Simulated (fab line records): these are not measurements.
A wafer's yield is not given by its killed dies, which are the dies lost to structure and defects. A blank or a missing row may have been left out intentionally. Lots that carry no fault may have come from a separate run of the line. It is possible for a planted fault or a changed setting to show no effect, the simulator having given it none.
Which of the tools did it? + flow gf180mcu + 36 wafers from 12 lots sampled at 5 of the route's 602 steps

WHAT THE GAUGES SHOWED, per wafer
GF_STI_CD_MEAS_12: target cd 220 nm. Usual: cd nm 219.6 nm, standard deviation 1.4.
| lot  | measured    | on        | cd nm (nm)        | flag |
|------|-------------|-----------|-------------------|------|
| L987 | day 2 06:41 | cd sem-02 | 218.0 220.3 218.1 |      |
| L988 | day 2 11:34 | cd sem-02 | 221.4 221.5 219.9 |      |
| L989 | day 2 19:21 | cd sem-01 | 220.1 220.0 221.1 |      |
| L990 | day 2 22:17 | cd sem-01 | 219.8 219.8 221.4 |      |
| L993 | day 3 13:34 | cd sem-02 | 220.6 220.8 221.9 |      |
| L994 | day 3 20:05 | cd sem-01 | 222.6 220.9 221.6 |      |
| L996 | day 4 06:19 | cd sem-02 | 218.9 219.8 219.1 |      |
| L102 | day 5 12:04 | cd sem-02 | 217.0 216.1 217.3 |      |
| L104 | day 5 21:46 | cd sem-01 | 218.1 218.5 218.4 |      |
| L105 | day 6 02:31 | cd sem-02 | 218.2 220.0 218.8 |      |
| L108 | day 6 22:19 | cd sem-01 | 220.6 221.8 221.5 |      |
| L109 | day 7 03:59 | cd sem-01 | 220.4 219.0 218.9 |      |

GF_STI_THK_MEAS_24. Usual: for STI_CVD_23_THK the level is 651 nm and the standard deviation is 6.5.
| lot  | measured    | on            | STI_CVD_23_THK (nm) | flag |
|------|-------------|---------------|---------------------|------|
| L987 | day 2 09:34 | film metro-04 | 653 646 646         |      |
| L988 | day 2 14:32 | film metro-03 | 651 657 653         |      |
| L989 | day 2 21:20 | film metro-02 | 640 649 651         |      |
| L990 | day 3 00:39 | film metro-03 | 638 649 653         |      |
| L993 | day 3 15:35 | film metro-02 | 652 646 643         |      |
| L994 | day 3 22:06 | film metro-02 | 642 643 646         |      |
| L996 | day 4 08:22 | film metro-03 | 657 651 650         |      |
| L102 | day 5 14:05 | film metro-03 | 844 858 645         | OFF  |
| L104 | day 6 04:20 | film metro-04 | 847 845 661         | OFF  |
| L105 | day 6 06:51 | film metro-04 | 649 648 654         |      |
| L108 | day 7 01:06 | film metro-02 | 652 647 647         |      |
| L109 | day 7 06:10 | film metro-02 | 658 661 657         |      |

WHAT TOOL EACH LOT RAN ON (gives the tool, then ch and the chambers of the sampled wafers, and finally the start)
| lot  | GF_STI_DEHYDRATE_05              | GF_STI_STRIP_15                     | GF_STI_CVD_23                   |
|------|----------------------------------|-------------------------------------|---------------------------------|
| L987 | litho track-02 ch 0, day 1 23:45 | plasma asher-02 ch 0, day 2 06:56   | hdpcvd-02 ch 1,2, day 2 09:29   |
| L988 | litho track-01 ch 0, day 2 05:05 | plasma asher-01 ch 0, day 2 11:51   | hdpcvd-01 ch 0,2, day 2 14:28   |
| L989 | litho track-02 ch 0, day 2 12:18 | plasma asher-01 ch 0, day 2 19:36   | hdpcvd-02 ch 1,2, day 2 21:14   |
| L990 | litho track-01 ch 0, day 2 15:30 | plasma asher-01 ch 0,1, day 2 22:32 | hdpcvd-02 ch 0,2, day 3 00:34   |
| L993 | litho track-02 ch 0, day 3 06:37 | plasma asher-02 ch 0,1, day 3 13:50 | hdpcvd-02 ch 1,2, day 3 15:31   |
| L994 | litho track-02 ch 0, day 3 13:24 | plasma asher-01 ch 0,1, day 3 20:21 | hdpcvd-01 ch 0,1,2, day 3 22:01 |
| L996 | litho track-01 ch 0, day 3 23:14 | plasma asher-02 ch 0,1, day 4 06:36 | hdpcvd-02 ch 1,2, day 4 08:17   |
| L102 | litho track-02 ch 0, day 5 04:19 | plasma asher-02 ch 0,1, day 5 12:20 | hdpcvd-02 ch 0,2, day 5 14:01   |
| L104 | litho track-01 ch 0, day 5 14:10 | plasma asher-03 ch 0,1, day 5 22:02 | hdpcvd-02 ch 0,1, day 6 04:15   |
| L105 | litho track-04 ch 0, day 5 18:55 | plasma asher-02 ch 0,1, day 6 02:47 | hdpcvd-01 ch 0,2, day 6 06:46   |
| L108 | litho track-02 ch 0, day 6 14:07 | plasma asher-01 ch 0,1, day 6 22:35 | hdpcvd-01 ch 0,1, day 7 01:01   |
| L109 | litho track-01 ch 0, day 6 19:33 | plasma asher-02 ch 0,1, day 7 04:14 | hdpcvd-01 ch 0,1, day 7 06:05   |
- GF_STI_DEHYDRATE_05: time 62.78 s.
- GF_STI_STRIP_15: strips in O2/N2.
- GF_STI_CVD_23: deposits SiO2, target thk 650 nm, time 108.3 s.

AS READ BY THE TOOLS THEMSELVES (means over the sampled wafers that have a number; for cases with no such wafer, the mark the record gives instead)
GF_STI_DEHYDRATE_05. Usual: plate sensor t centre C 201.07 C, standard deviation 0.01; plate sensor t edge C 201.55 C, standard deviation 0.01.
| lot  | tool           | plate sensor t centre C (C) | plate sensor t edge C (C) | flag |
|------|----------------|-----------------------------|---------------------------|------|
| L987 | litho track-02 | 201.07                      | 201.55                    |      |
| L988 | litho track-01 | 201.06                      | 201.55                    |      |
| L989 | litho track-02 | 201.07                      | 201.54                    |      |
| L990 | litho track-01 | 201.06                      | 201.56                    |      |
| L993 | litho track-02 | 201.07                      | 201.54                    |      |
| L994 | litho track-02 | 201.07                      | 201.55                    |      |
| L996 | litho track-01 | 201.06                      | 201.56                    |      |
| L102 | litho track-02 | 201.07                      | 201.57                    |      |
| L104 | litho track-01 | 201.07                      | 201.55                    |      |
| L105 | litho track-04 | 201.07                      | 201.57                    |      |
| L108 | litho track-02 | 201.07                      | 201.55                    |      |
| L109 | litho track-01 | 201.07                      | 201.55                    |      |

GF_STI_STRIP_15. Usual: drypump motor current A 5.9 A, standard deviation 0.55; heater power w 357 W, standard deviation 26; o2 flow sccm 3000 sccm, standard deviation 8.6; oes product au 0.385 a.u., standard deviation 0.0052; platen temp c 250.01 C, standard deviation 0.18; strip time to endpoint s 3.76 s, standard deviation 0.045.
| lot  | tool            | drypump motor current A (A) | heater power w (W) | o2 flow sccm (sccm) | oes product au (a.u.) | platen temp c (C) | strip time to endpoint s (s) | flag |
|------|-----------------|-----------------------------|--------------------|---------------------|-----------------------|-------------------|------------------------------|------|
| L987 | plasma asher-02 | 5.0                         | 345                | 2994                | 0.383                 | 249.86            | 3.75                         |      |
| L988 | plasma asher-01 | 6.6                         | 351                | 2989                | 0.389                 | 250.15            | 3.76                         |      |
| L989 | plasma asher-01 | 6.6                         | 349                | 3000                | 0.394                 | 250.15            | 3.85                         |      |
| L990 | plasma asher-01 | 6.5                         | 347                | 3001                | 0.383                 | 250.11            | 3.74                         |      |
| L993 | plasma asher-02 | 5.3                         | 360                | 3012                | 0.383                 | 250.28            | 3.75                         |      |
| L994 | plasma asher-01 | 6.5                         | 350                | 2999                | 0.387                 | 250.15            | 3.78                         |      |
| L996 | plasma asher-02 | 5.3                         | 365                | 2993                | 0.383                 | 250.13            | 3.75                         |      |
| L102 | plasma asher-02 | 5.3                         | 362                | 3004                | 0.389                 | 250.06            | 3.75                         |      |
| L104 | plasma asher-03 | 5.8                         | 338                | 2994                | 0.387                 | 250.13            | 3.79                         |      |
| L105 | plasma asher-02 | 5.6                         | 382                | 2995                | 0.384                 | 250.08            | 3.73                         |      |
| L108 | plasma asher-01 | 6.3                         | 348                | 3004                | 0.385                 | 250.10            | 3.79                         |      |
| L109 | plasma asher-02 | 5.3                         | 362                | 3003                | 0.388                 | 249.97            | 3.76                         |      |

THE ANSWER, worked out from the rows above alone
Rule: a lot counts as off when the mean over its wafers that have a number is more than 3 standard deviations away from the usual mean. Also off: a lot with no number at a reading for which 4 or more lots have one. The other lots that the step has rows for count as sound. After the gauges, taken in route order, come the tools' own readings; for these a lot's mean is taken, as printed above. At the first step where some lot is off, the reading lying furthest off is the one used; lots without a number count as furthest.
Off: L102, L104, at GF_STI_THK_MEAS_24 (STI_CVD_23_THK).
If a tool, at a process step before that reading, ran all the lots that are off and no sound lot after the first of them, it fits. The gauges at GF_STI_THK_MEAS_24 are tried like those tools. One candidate fits, namely hdpcvd-02 at GF_STI_CVD_23. A fault onset in the window from L996 (day 4 08:17, its last sound lot) to L102 (day 5 14:01, its first lot off) fits.

WHAT WAS PUT IN BY THE SIMULATOR
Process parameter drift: hdpcvd-02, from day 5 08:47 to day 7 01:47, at GF_STI_CVD_23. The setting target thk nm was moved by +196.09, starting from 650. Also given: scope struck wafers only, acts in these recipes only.
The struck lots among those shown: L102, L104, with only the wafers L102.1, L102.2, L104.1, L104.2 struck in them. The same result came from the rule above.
